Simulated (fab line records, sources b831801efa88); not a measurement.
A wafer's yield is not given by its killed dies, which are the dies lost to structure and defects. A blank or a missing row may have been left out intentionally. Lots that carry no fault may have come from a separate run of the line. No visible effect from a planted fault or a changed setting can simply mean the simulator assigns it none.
Which of the tools did it? :: flow gf180mcu :: 18 wafers sampled from 6 lots at 1 step of a route of 602

## WHAT THE GAUGES READ, wafer by wafer
GF_V5_BOW_MEAS_05.
lot: L785
measured: day 27 08:52
on: film-metro-03
V5_BOW (um): 149 142 143

lot: L787
measured: day 27 18:44
on: film-metro-03
V5_BOW (um): 132 136 158

lot: L791
measured: day 29 01:15
on: film-metro-01
V5_BOW (um): 128 120 130

lot: L793
measured: day 29 12:53
on: film-metro-02
V5_BOW (um): 144 136 142

lot: L802
measured: day 31 22:20
on: film-metro-02
V5_BOW (um): 123 126 124

lot: L805
measured: day 32 21:08
on: film-metro-03
V5_BOW (um): 124 132 129

## WHICH TOOL RAN EACH LOT (tool, then ch and the chambers of the sampled wafers, then the start)
The record shows no process step preceding these readings.

## THE ANSWER, worked out from the rows above alone
Rule: the usual values come from the lots themselves. Put in order of their means at a reading, lots are off if they are a third of the lots or fewer, leave a main group of 4 or more, and stand apart from it by a gap of 3 or more times the standard deviation of the main group's means; of several such gaps the widest counts. A main group whose means are all the same, to the digits that the tables above print for the reading, isn't used. A lot without any number at a reading at which 4 lots or more have one is off too. Where the step has rows for the other lots, those lots are counted as sound.
None of the lots is off at any reading shown; this tells nothing.

## WHAT THE SIMULATOR PUT IN
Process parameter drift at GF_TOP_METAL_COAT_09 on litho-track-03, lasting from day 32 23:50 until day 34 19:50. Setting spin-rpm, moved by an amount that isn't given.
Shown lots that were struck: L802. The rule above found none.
